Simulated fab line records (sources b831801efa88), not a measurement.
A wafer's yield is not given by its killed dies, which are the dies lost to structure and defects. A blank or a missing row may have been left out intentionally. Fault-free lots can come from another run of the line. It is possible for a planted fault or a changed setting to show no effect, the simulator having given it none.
Matching of chambers	flow gf180mcu	cmp-01 running GF_V4_CMP_26: 4 sister chambers
The step polishes, stops on SiO2, t overpolish 15 s, target thk 0 nm. 16 wafers are shown with their chamber, then 8 later ones without.

== WAFERS WITH THEIR CHAMBER ==
wafer	chamber	motor current A (A)	time to endpoint s (s)	overpolish run s (s)
L111.1	0	10.4	89	14.993
L111.2	3	12.1	89	15.012
L111.3	2	12.5	88	15.016
L122.2	3	12.5	80	14.996
L122.4	1	13.5	78	14.978
L122.6	2	13.3	82	15.005
L125.2	3	13.1	90	14.995
L125.4	2	12.9	89	15.009
L125.6	0	10.9	86	15.000
L127.2	3	11.8	84	14.990
L127.5	0	11.3	79	15.008
L127.6	3	12.4	86	15.007
L129.1	0	11.8	83	15.005
L129.5	3	11.9	87	15.012
L129.6	0	11.8	86	15.003
L130.1	1	12.4	79	15.020

SIGNATURES (means of the wafers above)
reading	chamber 0	chamber 1	chamber 2	chamber 3	scatter within a chamber
motor current A	11.240	12.950	12.900	12.300	0.541
time to endpoint s	84.60	78.50	86.33	86.00	3.56
overpolish run s	15.00180	14.99900	15.01000	15.00200	0.0113
Rule: a wafer's distance from a chamber is the root of the sum, over the readings, of the square of ((its reading less the chamber's mean) divided by the reading's scatter). If the next closest chamber is less than 2 further off than the closest, the wafer can't be placed; otherwise it belongs to the closest. The scatter: the root of (the sum of the squares of (reading less its chamber's mean) over the shown wafers, divided by (wafers less chambers)).

== WAFERS WITH NO CHAMBER GIVEN ==
wafer	motor current A (A)	time to endpoint s (s)	overpolish run s (s)
L130.2	12.5	82	14.991
L130.4	11.3	81	15.011
L131.2	12.5	85	15.002
L131.5	12.9	83	15.000
L131.6	12.0	85	14.992
L132.1	11.9	84	14.987
L132.2	12.9	77	15.003
L132.3	11.4	81	14.998

== CHAMBER TAKEN BY EACH ==
wafer	from the rows above	in truth
L130.2	can't be placed: 1 or 3 or 2 or 0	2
L130.4	can't be placed: 0 or 3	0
L131.2	can't be placed: 3 or 2 or 1 or 0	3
L131.5	can't be placed: 1 or 2 or 3 or 0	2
L131.6	can't be placed: 3 or 0 or 2 or 1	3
L132.1	can't be placed: 3 or 0 or 1 or 2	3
L132.2	1	1
L132.3	can't be placed: 0 or 3 or 1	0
Placed correctly: 1 of 8. From these rows, 7 cannot be placed; in 7 the true chamber is one of the candidates. Number placed wrongly: 0.
